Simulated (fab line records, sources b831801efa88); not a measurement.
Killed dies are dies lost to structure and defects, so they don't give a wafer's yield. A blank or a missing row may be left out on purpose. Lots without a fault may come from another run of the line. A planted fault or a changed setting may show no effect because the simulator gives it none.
fab line records | flow gf180mcu | part 1 of 2: steps 1 to 28 of 38
record lots=5 wafers=15 last_day=33
route steps=602 shown PSD@250 NSD@262 SAB@264 SALICIDE@278 CONTACT@287
lots that met no fault: from a run of the same line without faults
start_h: hours from the record's first day to the start of the lot's first wafer shown | wait_h: hours since the lot's step before | " the same as in the row above | L1.1+2: a row that stands for several wafers | - no value, or no start given | * or withheld: withheld | < > ~ a bound
route shown NAME@n: a module of which the file shows steps, and the number in the route of the first | usual: mean/standard deviation of fault-free wafers | same: alike in all rows | chamber/n: place in a boat | sites: the reading at each site | _std_site: their standard deviation | _edge_site: outer sites' mean less inner sites' | radius_mm: how far each site lies from the wafer's centre | mask NAME#n: copy n | behind: the tool/chamber that last shaped the wafer | hold: why the lot was held/for how many hours/how that ended | device: the transistor (n, p or np) that didn't switch | end of line: the same wafers' tests at the end of the route | a step without rows: its recipe alone | killed: dies lost to structure and defects at the first sort, not the wafer's yield | map: a wafer's dies, x killed, . not, _ none there
set.NAME: the setting as run; set.NAME@STEP: as run at that earlier step | model.NAME: the simulator's own value behind a step, which no gauge read
lots at some steps of the route; a table a step, a row a wafer
services: from which hour (start_h, from the record's first day; less than 0 if before it) a tool's chamber was out of use, for how many hours, and why
## steps
# step GF_PSD_COAT_02
# recipe resist=NOVOLAK spin_rpm=3000 resist_thk_nm=1000
# columns lot.wafer tool chamber start_h wait_h
L081.3+5+6 litho_track-02 0 362.77 0.1
L082.1+3+4 litho_track-02 0 372.72 0.1
L083.1+2+5 litho_track-02 0 381.42 0.1
L093.2+4+5 litho_track-01 0 463.91 0.1
L094.1+3+6 litho_track-02 0 475.52 0.1
# step GF_PSD_SOFTBAKE_03
# recipe temp_c=90 time_s=60 resist=NOVOLAK
# columns lot.wafer tool chamber start_h wait_h
L081.3+5+6 litho_track-02 0 362.92 0.1
L082.1+3+4 litho_track-02 0 372.87 0.1
L083.1+2+5 litho_track-02 0 381.57 0.1
L093.2+4+5 litho_track-01 0 464.06 0.1
L094.1+3+6 litho_track-02 0 475.67 0.1
# step GF_PSD_EXPOSE_04
# recipe mask_id=Pplus target_cd_nm=400 na=0.6 source_shape=conventional sigma_outer=0.6 dose_mj=140
# usual exposure_dose_mJ_cm2=139.94/0.13 stage_vel_mm_s=499.99/0.26
# columns lot.wafer tool chamber start_h wait_h mask exposure_dose_mJ_cm2 stage_vel_mm_s
L081.3 iline_stepper-02 0 - - Pplus#0 140.19 500.02
L081.5 " 0 " " Pplus#0 140.20 499.88
L081.6 " 0 " " Pplus#0 140.00 500.30
L082.1 iline_stepper-01 0 - - Pplus#0 139.84 499.67
L082.3 " 0 " " Pplus#0 139.82 499.99
L082.4 " 0 " " Pplus#0 139.86 499.61
L083.1 iline_stepper-01 0 - - Pplus#0 140.01 500.73
L083.2 " 0 " " Pplus#0 139.91 500.39
L083.5 " 0 " " Pplus#0 140.13 500.13
L093.2 iline_stepper-02 0 - - Pplus#0 139.68 499.96
L093.4 " 0 " " Pplus#0 139.76 499.61
L093.5 " 0 " " Pplus#0 139.83 499.81
L094.1 iline_stepper-02 0 - - Pplus#0 139.83 499.94
L094.3 " 0 " " Pplus#0 139.82 500.08
L094.6 " 0 " " Pplus#0 139.77 500.05
# step GF_PSD_PEB_05
# recipe temp_c=withheld time_s=* resist=NOVOLAK
# columns lot.wafer tool chamber start_h wait_h
L081.3+5+6 litho_track-01 0 - -
L082.1+3+4 litho_track-01 0 - -
L083.1+2+5 litho_track-01 0 - -
L093.2+4+5 litho_track-03 0 - -
L094.1+3+6 litho_track-03 0 - -
# step GF_PSD_DEVELOP_06
# recipe develop_time_s=60 dev_temp_c=23
# usual developer_temp_C=22.98/0.1
# columns lot.wafer tool chamber start_h wait_h developer_temp_C
L081.3 litho_track-01 0 373.64 0.1 23.08
L081.5 " 0 " " 23.11
L081.6 " 0 " " 23.10
L082.1 litho_track-01 0 383.39 0.1 22.93
L082.3 " 0 " " 22.88
L082.4 " 0 " " 23.05
L083.1 litho_track-01 0 392.99 0.1 22.95
L083.2 " 0 " " 22.97
L083.5 " 0 " " 23.14
L093.2 litho_track-03 0 476.48 0.1 22.84
L093.4 " 0 " " 22.93
L093.5 " 0 " " 22.86
L094.1 litho_track-03 0 487.10 0.1 22.84
L094.3 " 0 " " 22.95
L094.6 " 0 " " 22.84
# step GF_PSD_CD_MEAS_07
# recipe target_cd_nm=400
# usual cd_nm=400.4/2.8
# columns lot.wafer tool chamber start_h wait_h cd_nm
L081.3 cd_sem-01 - 373.78 0.1 394.9
L081.5 " - " " 396.8
L081.6 " - " " 395.0
L082.1 cd_sem-01 - 383.54 0.1 396.6
L082.3 " - " " 395.5
L082.4 " - " " 395.3
L083.1 cd_sem-01 - 393.14 0.1 398.8
L083.2 " - " " 397.1
L083.5 " - " " 401.3
L093.2 cd_sem-02 - 476.62 0.1 400.9
L093.4 " - " " 397.5
L093.5 " - " " 399.8
L094.1 cd_sem-01 - 487.25 0.1 397.8
L094.3 " - " " 396.5
L094.6 " - " " 398.0
# step GF_PSD_OVL_MEAS_08
# usual PSD_OVL=1.0/1.3
# columns lot.wafer tool chamber start_h wait_h PSD_OVL[nm]
L081.3 overlay-02 - 373.87 0.1 2.7
L081.5 " - " " 0.5
L081.6 " - " " 1.9
L082.1 overlay-02 - 383.66 0.1 -0.1
L082.3 " - " " 2.7
L082.4 " - " " 2.0
L083.1 overlay-01 - 393.26 0.1 1.7
L083.2 " - " " 0.5
L083.5 " - " " -0.2
L093.2 overlay-02 - 476.73 0.1 1.3
L093.4 " - " " 2.2
L093.5 " - " " -0.4
L094.1 overlay-02 - 487.37 0.1 0.0
L094.3 " - " " -0.2
L094.6 " - " " 0.0
# step GF_PSD_IMPLANT_09
# recipe species=BF2 energy_kev=40 dose_cm2=1.5e+15 tilt_deg=7
# columns lot.wafer tool chamber start_h wait_h
L081.3+5+6 implanter-04 0 373.94 0.1
L082.1+3+4 implanter-04 0 383.69 0.0
L083.1+2+5 implanter-04 0 393.29 0.0
L093.2+4+5 implanter-01 0 476.78 0.0
L094.1+3+6 implanter-01 0 487.41 0.0
# step GF_PSD_STRIP_10
# recipe chemistry=O2/N2 power_w=1400 pressure_mtorr=1500 platen_temp_c=250 o2_flow_sccm=3000 n2_flow_sccm=300 overash_fraction=0.5
# usual drypump_motor_current_A=5.6/0.36 heater_power_w=348/14 oes_product_au=0.592/0.0048 platen_temp_c=249.99/0.19 strip_time_to_endpoint_s=16.53/0.041
# columns lot.wafer tool chamber start_h wait_h drypump_motor_current_A heater_power_w oes_product_au platen_temp_c rf_hours_counter_h strip_time_to_endpoint_s
L081.3 plasma_asher-03 0 374.08 0.1 5.6 361 0.598 250.19 - 16.56
L081.5 " 0 " " 5.6 373 0.586 250.03 - 16.53
L081.6 " 1 " " 6.1 355 0.592 249.95 - 16.52
L082.1 plasma_asher-01 1 383.84 0.1 5.7 337 0.601 250.19 67 16.49
L082.3 " 1 " " 5.7 339 0.591 250.21 - 16.50
L082.4 " 0 " " 5.0 351 0.595 249.92 - 16.51
L083.1 plasma_asher-03 0 393.44 0.1 5.6 369 0.591 249.61 79 16.61
L083.2 " 1 " " 6.1 358 0.598 249.65 79 16.61
L083.5 " 0 " " 5.6 367 0.592 249.89 - 16.52
L093.2 plasma_asher-01 0 476.91 0.1 5.0 364 0.595 249.88 5 16.51
L093.4 " 1 " " 5.7 323 0.595 250.12 - 16.53
L093.5 " 1 " " 5.7 331 0.596 250.23 - 16.56
L094.1 plasma_asher-03 0 487.56 0.1 5.5 364 0.594 249.94 90 16.55
L094.3 " 0 " " 5.5 374 0.595 250.07 - 16.53
L094.6 " 1 " " 6.1 365 0.598 249.92 - 16.56
# step GF_PSD_TW_MEAS_11
# usual PSD_TW=3172/12
# columns lot.wafer tool chamber start_h wait_h PSD_TW
L081.3 film_metro-01 - 374.18 0.1 3164
L081.5 " - " " 3176
L081.6 " - " " 3164
L082.1 film_metro-04 - 383.94 0.1 3182
L082.3 " - " " 3177
L082.4 " - " " 3164
L083.1 film_metro-02 - 393.54 0.1 3162
L083.2 " - " " 3157
L083.5 " - " " 3173
L093.2 film_metro-02 - 477.02 0.1 3165
L093.4 " - " " 3152
L093.5 " - " " 3181
L094.1 film_metro-01 - 487.66 0.1 3171
L094.3 " - " " 3187
L094.6 " - " " 3181
# step GF_PSD_CLEAN_12
# recipe chemistry=SC1/SC2 mix=1:4:20 temp_c=70 time_s=150 dry=n2_spin
# usual bath_guard_temp_C=69.7/0.46
# columns lot.wafer tool chamber start_h wait_h bath_guard_temp_C
L081.3 wet_bench-04 3 374.22 0.0 69.4
L081.5 " 3 " " 69.1
L081.6 " 3 " " 69.2
L082.1 wet_bench-02 2 384.00 0.1 70.5
L082.3 " 2 " " 70.3
L082.4 " 2 " " 70.0
L083.1 wet_bench-04 1 393.60 0.1 69.0
L083.2 " 1 " " 69.3
L083.5 " 1 " " 69.5
L093.2 wet_bench-04 0 477.14 0.1 69.3
L093.4 " 0 " " 69.0
L093.5 " 0 " " 69.2
L094.1 wet_bench-01 2 487.72 0.1 69.0
L094.3 " 2 " " 69.6
L094.6 " 2 " " 69.1
# step GF_PSD_RTA_13
# recipe temp_c=1025 time_s=20 ambient=N2
# usual chamber_o2_ppm=2.001/0.022 lamp_power_pct=36.8/0.58 wafer_temp_C_max=1028.6/0.86
# columns lot.wafer tool chamber start_h wait_h chamber_o2_ppm lamp_power_pct wafer_temp_C_max
L081.3 rtp_anneal-02 0 374.30 0.0 1.992 36.5 1028.6
L081.5 " 0 " " 2.034 36.5 1028.9
L081.6 " 0 " " 2.026 36.4 1028.0
L082.1 rtp_anneal-02 0 384.05 0.0 1.975 36.5 1028.4
L082.3 " 0 " " 2.008 36.5 1027.9
L082.4 " 0 " " 2.017 36.5 1028.8
L083.1 rtp_anneal-02 0 393.65 0.0 2.029 36.4 1028.0
L083.2 " 0 " " 1.979 36.5 1028.6
L083.5 " 0 " " 2.028 36.4 1028.8
L093.2 rtp_anneal-01 0 477.21 0.0 1.994 37.8 1029.8
L093.4 " 0 " " 2.020 37.7 1029.0
L093.5 " 0 " " 1.977 37.8 1028.1
L094.1 rtp_anneal-02 0 487.77 0.0 2.001 36.4 1027.7
L094.3 " 0 " " 1.964 36.5 1027.1
L094.6 " 0 " " 1.978 36.4 1027.9
# step GF_PSD_RS_MEAS_14
# recipe thk_meas_gauge=four-point-probe
# usual NSD_RS=46.60/0.083
# columns lot.wafer tool chamber start_h wait_h NSD_RS[ohm/sq]
L081.3 film_metro-04 - 374.39 0.1 46.70
L081.5 " - " " 46.71
L081.6 " - " " 46.64
L082.1 film_metro-01 - 384.14 0.1 46.45
L082.3 " - " " 46.48
L082.4 " - " " 46.47
L083.1 film_metro-04 - 393.74 0.1 46.62
L083.2 " - " " 46.63
L083.5 " - " " 46.63
L093.2 film_metro-04 - 477.30 0.1 46.71
L093.4 " - " " 46.78
L093.5 " - " " 46.80
L094.1 film_metro-04 - 487.86 0.1 46.46
L094.3 " - " " 46.60
L094.6 " - " " 46.65
# step GF_PSD_RS_MEAS_15
# recipe thk_meas_gauge=four-point-probe
# usual PSD_RS=108.6/0.3
# columns lot.wafer tool chamber start_h wait_h PSD_RS[ohm/sq]
L081.3 film_metro-04 - 374.51 0.1 108.7
L081.5 " - " " 108.8
L081.6 " - " " 108.8
L082.1 film_metro-01 - 384.26 0.1 108.3
L082.3 " - " " 108.5
L082.4 " - " " 108.1
L083.1 film_metro-04 - 393.86 0.1 108.2
L083.2 " - " " 108.2
L083.5 " - " " 108.4
L093.2 film_metro-04 - 477.42 0.1 109.0
L093.4 " - " " 109.0
L093.5 " - " " 109.0
L094.1 film_metro-04 - 487.98 0.1 108.1
L094.3 " - " " 108.4
L094.6 " - " " 108.3
# step GF_SAB_CVD_00
# recipe material=SiO2 target_thk_nm=50 precursor=TEOS temp_c=400 time_s=4.9302 rf_w=600
# usual heater_power_w=666/93
# columns lot.wafer tool chamber start_h wait_h heater_power_w since_wet_clean_h
L081.3 pecvd-03 1 374.59 0.1 698 200
L081.5 " 0 " " 736 -
L081.6 " 2 " " 519 -
L082.1 pecvd-03 1 384.38 0.1 792 210
L082.3 " 2 " " 592 210
L082.4 " 2 " " 592 -
L083.1 pecvd-01 1 393.98 0.1 670 636
L083.2 " 0 " " 740 636
L083.5 " 2 " " 634 -
L093.2 pecvd-03 2 477.52 0.1 542 303
L093.4 " 1 " " 728 -
L093.5 " 0 " " 765 -
L094.1 pecvd-04 1 488.10 0.1 446 522
L094.3 " 2 " " 698 522
L094.6 " 1 " " 461 -
# step GF_SAB_THK_MEAS_01
# recipe reads=SiO2_of_SAB_CVD_00
# usual SAB_CVD_00_THK=50.1/0.67
# columns lot.wafer tool chamber start_h wait_h SAB_CVD_00_THK[nm]
L081.3 film_metro-03 - 374.63 0.0 49.7
L081.5 " - " " 50.7
L081.6 " - " " 50.9
L082.1 film_metro-03 - 384.45 0.1 50.5
L082.3 " - " " 50.6
L082.4 " - " " 51.0
L083.1 film_metro-04 - 394.00 0.0 49.8
L083.2 " - " " 49.8
L083.5 " - " " 50.8
L093.2 film_metro-04 - 477.59 0.1 49.7
L093.4 " - " " 51.8
L093.5 " - " " 50.9
L094.1 film_metro-03 - 488.12 0.0 49.2
L094.3 " - " " 49.2
L094.6 " - " " 50.5
# step GF_SAB_DEHYDRATE_02
# recipe temp_c=200 time_s=60
# columns lot.wafer tool chamber start_h wait_h
L081.3+5+6 litho_track-01 0 385.09 10.4
L082.1+3+4 litho_track-01 0 395.94 11.5
L083.1+2+5 litho_track-02 0 404.82 10.8
L093.2+4+5 litho_track-02 0 488.14 10.5
L094.1+3+6 litho_track-04 0 499.52 11.4
# step GF_SAB_HMDS_03
# recipe prime_time_s=60 prime_temp_c=120
# columns lot.wafer tool chamber start_h wait_h
L081.3+5+6 litho_track-01 0 385.24 0.1
L082.1+3+4 litho_track-01 0 396.09 0.1
L083.1+2+5 litho_track-02 0 404.97 0.1
L093.2+4+5 litho_track-02 0 488.29 0.1
L094.1+3+6 litho_track-04 0 499.67 0.1
# step GF_SAB_COAT_04
# recipe resist=NOVOLAK spin_rpm=3000 resist_thk_nm=1000
# columns lot.wafer tool chamber start_h wait_h
L081.3+5+6 litho_track-01 0 385.39 0.1
L082.1+3+4 litho_track-01 0 396.24 0.1
L083.1+2+5 litho_track-02 0 405.12 0.1
L093.2+4+5 litho_track-02 0 488.44 0.1
L094.1+3+6 litho_track-04 0 499.82 0.1
# step GF_SAB_SOFTBAKE_05
# recipe temp_c=90 time_s=60 resist=NOVOLAK
# columns lot.wafer tool chamber start_h wait_h
L081.3+5+6 litho_track-01 0 385.54 0.1
L082.1+3+4 litho_track-01 0 396.39 0.1
L083.1+2+5 litho_track-02 0 405.27 0.1
L093.2+4+5 litho_track-02 0 488.59 0.1
L094.1+3+6 litho_track-04 0 499.97 0.1
# step GF_SAB_EXPOSE_06
# recipe mask_id=SAB target_cd_nm=420 na=0.6 source_shape=conventional sigma_outer=0.6 dose_mj=140
# usual exposure_dose_mJ_cm2=141.03/0.13 stage_vel_mm_s=499.99/0.28
# columns lot.wafer tool chamber start_h wait_h mask exposure_dose_mJ_cm2 stage_vel_mm_s
L081.3 iline_stepper-02 0 - - SAB#0 140.98 499.58
L081.5 " 0 " " SAB#0 140.98 499.38
L081.6 " 0 " " SAB#0 141.02 499.11
L082.1 iline_stepper-02 0 - - SAB#0 140.97 500.18
L082.3 " 0 " " SAB#0 140.96 500.09
L082.4 " 0 " " SAB#0 141.07 500.28
L083.1 iline_stepper-02 0 - - SAB#0 141.10 499.90
L083.2 " 0 " " SAB#0 140.97 500.20
L083.5 " 0 " " SAB#0 141.02 500.14
L093.2 iline_stepper-01 0 - - SAB#0 140.99 499.87
L093.4 " 0 " " SAB#0 141.14 499.94
L093.5 " 0 " " SAB#0 141.12 500.31
L094.1 iline_stepper-01 0 - - SAB#0 141.27 499.65
L094.3 " 0 " " SAB#0 141.18 499.92
L094.6 " 0 " " SAB#0 141.23 500.03
# step GF_SAB_PEB_07
# recipe temp_c=withheld time_s=* resist=NOVOLAK
# columns lot.wafer tool chamber start_h wait_h
L081.3+5+6 litho_track-02 0 - -
L082.1+3+4 litho_track-02 0 - -
L083.1+2+5 litho_track-04 0 - -
L093.2+4+5 litho_track-02 0 - -
L094.1+3+6 litho_track-02 0 - -
# step GF_SAB_DEVELOP_08
# recipe develop_time_s=58.63 dev_temp_c=23
# usual developer_temp_C=23.01/0.11
# columns lot.wafer tool chamber start_h wait_h developer_temp_C
L081.3 litho_track-02 0 397.32 0.1 23.01
L081.5 " 0 " " 22.94
L081.6 " 0 " " 22.98
L082.1 litho_track-02 0 407.67 0.1 22.94
L082.3 " 0 " " 23.05
L082.4 " 0 " " 22.88
L083.1 litho_track-04 0 417.18 0.1 22.87
L083.2 " 0 " " 22.89
L083.5 " 0 " " 23.07
L093.2 litho_track-02 0 500.89 0.1 23.15
L093.4 " 0 " " 23.06
L093.5 " 0 " " 23.04
L094.1 litho_track-02 0 511.02 0.1 22.94
L094.3 " 0 " " 23.18
L094.6 " 0 " " 22.97
# step GF_SAB_CD_MEAS_09
# recipe target_cd_nm=420
# usual cd_nm=419.3/2.2
# columns lot.wafer tool chamber start_h wait_h cd_nm
L081.3 cd_sem-01 - 397.52 0.2 423.1
L081.5 " - " " 424.6
L081.6 " - " " 423.3
L082.1 cd_sem-01 - 407.82 0.1 421.3
L082.3 " - " " 421.5
L082.4 " - " " 421.0
L083.1 cd_sem-02 - 417.33 0.1 422.2
L083.2 " - " " 420.8
L083.5 " - " " 423.2
L093.2 cd_sem-02 - 501.04 0.1 417.4
L093.4 " - " " 415.9
L093.5 " - " " 417.1
L094.1 cd_sem-02 - 511.17 0.1 418.5
L094.3 " - " " 415.0
L094.6 " - " " 416.5
# step GF_SAB_OVL_MEAS_10
# usual SAB_OVL=0.3/1.3
# columns lot.wafer tool chamber start_h wait_h SAB_OVL[nm]
L081.3 overlay-01 - 397.61 0.1 -0.6
L081.5 " - " " -0.5
L081.6 " - " " 1.5
L082.1 overlay-02 - 407.94 0.1 0.3
L082.3 " - " " 2.3
L082.4 " - " " -1.6
L083.1 overlay-02 - 417.45 0.1 -1.0
L083.2 " - " " 0.1
L083.5 " - " " -2.4
L093.2 overlay-02 - 501.14 0.1 0.3
L093.4 " - " " 0.3
L093.5 " - " " 2.4
L094.1 overlay-02 - 511.29 0.1 2.1
L094.3 " - " " 0.8
L094.6 " - " " 0.7
# step GF_SAB_ETCH_11
# recipe chemistry=C4F8/O2/Ar mask_material=NOVOLAK target=SiO2 target_depth_nm=55 source_w=1500 bias_w=1200 pressure_mtorr=40 c4f8_flow_sccm=withheld O2_flow_sccm=6 Ar_flow_sccm=300 time_s=8.5
# usual oes_product_au=1.001/0.0089
# columns lot.wafer tool chamber start_h wait_h oes_product_au rf_hours_counter_h
L081.3 rie_diel-01 0 397.63 0.0 1.000 16
L081.5 " 0 " " 0.990 -
L081.6 " 3 " " 0.993 -
L082.1 rie_diel-03 0 407.97 0.0 1.009 49
L082.3 " 3 " " 1.011 11
L082.4 " 2 " " 1.007 8
L083.1 rie_diel-03 1 417.48 0.0 0.993 18
L083.2 " 2 " " 1.005 8
L083.5 " 2 " " 0.999 -
L093.2 rie_diel-01 3 501.17 0.0 0.990 47
L093.4 " 1 " " 1.021 56
L093.5 " 0 " " 0.995 -
L094.1 rie_diel-03 3 511.32 0.0 1.009 13
L094.3 " 0 " " 1.017 52
L094.6 " 0 " " 1.003 -
# step GF_SAB_WET_ETCH_12
# recipe chemistry=dHF target_depth_nm=22 dry=n2_spin target=SiO2 temp_c=25 dilution=100:1 time_s=440
# columns lot.wafer tool chamber start_h wait_h
L081.3+5+6 wet_bench-01 3 397.65 0.0
L082.1+3+4 wet_bench-01 1 408.00 0.0
L083.1+2+5 wet_bench-01 1 417.50 0.0
L093.2+4+5 wet_bench-02 0 501.19 0.0
L094.1+3+6 wet_bench-01 0 511.34 0.0
# step GF_SAB_STRIP_13
# recipe chemistry=O2/N2 power_w=1400 pressure_mtorr=1500 platen_temp_c=250 o2_flow_sccm=3000 n2_flow_sccm=300 overash_fraction=0.5
# usual drypump_motor_current_A=5.63/0.3 heater_power_w=361/25 oes_product_au=0.710/0.0044 platen_temp_c=250.01/0.19 strip_time_to_endpoint_s=12.61/0.036
# columns lot.wafer tool chamber start_h wait_h drypump_motor_current_A heater_power_w oes_product_au platen_temp_c rf_hours_counter_h strip_time_to_endpoint_s
L081.3 plasma_asher-04 0 397.82 0.0 5.71 402 0.713 250.01 - 12.67
L081.5 " 1 " " 5.60 351 0.705 250.05 - 12.69
L081.6 " 0 " " 5.73 412 0.714 250.36 - 12.70
L082.1 plasma_asher-04 1 408.13 0.0 5.60 359 0.703 249.63 29 12.68
L082.3 " 1 " " 5.60 355 0.709 249.65 - 12.64
L082.4 " 0 " " 5.71 411 0.710 250.06 - 12.63
L083.1 plasma_asher-01 1 417.63 0.0 5.73 331 0.716 250.28 70 12.62
L083.2 " 0 " " 5.06 344 0.710 250.10 70 12.60
L083.5 " 0 " " 5.08 336 0.705 249.83 - 12.60
L093.2 plasma_asher-01 0 501.33 0.0 5.08 350 0.708 249.96 7 12.64
L093.4 " 1 " " 5.72 329 0.708 250.15 - 12.63
L093.5 " 1 " " 5.74 322 0.708 249.97 - 12.61
L094.1 plasma_asher-04 1 511.49 0.0 5.59 357 0.713 250.07 39 12.56
L094.3 " 0 " " 5.71 411 0.711 249.73 - 12.55
L094.6 " 1 " " 5.59 365 0.703 250.30 - 12.58
